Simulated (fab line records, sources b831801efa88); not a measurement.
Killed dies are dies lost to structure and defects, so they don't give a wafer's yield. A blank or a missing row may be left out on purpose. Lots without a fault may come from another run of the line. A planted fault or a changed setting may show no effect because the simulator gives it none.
Chamber matching | flow gf180mcu | GF_HV_LDD_ETCHBACK_58 on rie_diel-04: 4 sister chambers
The step etches Si3N4 in CH3F/O2, stops on SiO2, time 100 s, target depth 90 nm. 16 wafers are shown with their chamber, then 8 later ones without.

WAFERS WITH THEIR CHAMBER
wafer  | chamber | drypump_motor_current_A (A) | oes_product_au (a.u.) | O2_flow_sccm (sccm)
L074.2 | 0       | 6.0                         | 0.854                 | 30.13
L074.3 | 2       | 6.3                         | 0.848                 | 29.87
L074.6 | 0       | 6.0                         | 0.837                 | 29.96
L076.4 | 2       | 6.3                         | 0.841                 | 30.10
L076.5 | 1       | 5.3                         | 0.835                 | 29.83
L076.6 | 0       | 6.0                         | 0.844                 | 29.79
L081.2 | 2       | 6.4                         | 0.847                 | 29.99
L081.3 | 1       | 5.2                         | 0.840                 | 30.13
L081.4 | 0       | 6.0                         | 0.845                 | 29.83
L083.1 | 3       | 6.3                         | 0.834                 | 29.98
L083.3 | 0       | 6.0                         | 0.840                 | 29.80
L083.6 | 2       | 6.3                         | 0.835                 | 30.08
L086.1 | 2       | 6.3                         | 0.824                 | 29.95
L086.3 | 1       | 5.3                         | 0.831                 | 30.27
L086.6 | 1       | 5.2                         | 0.837                 | 30.11
L092.1 | 1       | 5.2                         | 0.837                 | 29.88

SIGNATURES (means of the wafers above)
reading                 | chamber 0 | chamber 1 | chamber 2 | chamber 3 | scatter within a chamber
drypump_motor_current_A | 6.000     | 5.240     | 6.320     | 6.300     | 0.0408
oes_product_au          | 0.84400   | 0.83600   | 0.83900   | 0.83400   | 0.00707
O2_flow_sccm            | 29.9020   | 30.0440   | 29.9980   | 29.9800   | 0.146
Rule: a wafer's distance from a chamber is the root of the sum, over the readings, of the square of ((its reading less the chamber's mean) divided by the reading's scatter). The wafer belongs to the nearest chamber; if the next one is less than 2 further off, it can't be placed. The scatter: the root of (the sum of the squares of (reading less its chamber's mean) over the shown wafers, divided by (wafers less chambers)).

WAFERS WITHOUT THEIR CHAMBER
wafer  | drypump_motor_current_A (A) | oes_product_au (a.u.) | O2_flow_sccm (sccm)
L092.3 | 6.3                         | 0.836                 | 29.97
L092.6 | 6.3                         | 0.830                 | 29.93
L093.2 | 6.0                         | 0.850                 | 29.98
L093.5 | 6.0                         | 0.849                 | 30.10
L093.6 | 5.3                         | 0.849                 | 29.97
L095.2 | 6.2                         | 0.854                 | 30.09
L095.3 | 6.3                         | 0.841                 | 29.87
L095.4 | 5.3                         | 0.856                 | 29.89

WHICH CHAMBER EACH WENT THROUGH
wafer  | from the rows above          | in truth
L092.3 | can't be placed: 3 or 2      | 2
L092.6 | can't be placed: 3 or 2      | 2
L093.2 | 0                            | 0
L093.5 | 0                            | 0
L093.6 | 1                            | 1
L095.2 | can't be placed: 2 or 3 or 0 | 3
L095.3 | can't be placed: 2 or 3      | 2
L095.4 | 1                            | 1
Placed correctly: 4 of 8. Can't be placed from these rows: 4 (the true chamber is among the candidates in 4). Placed wrongly: 0.
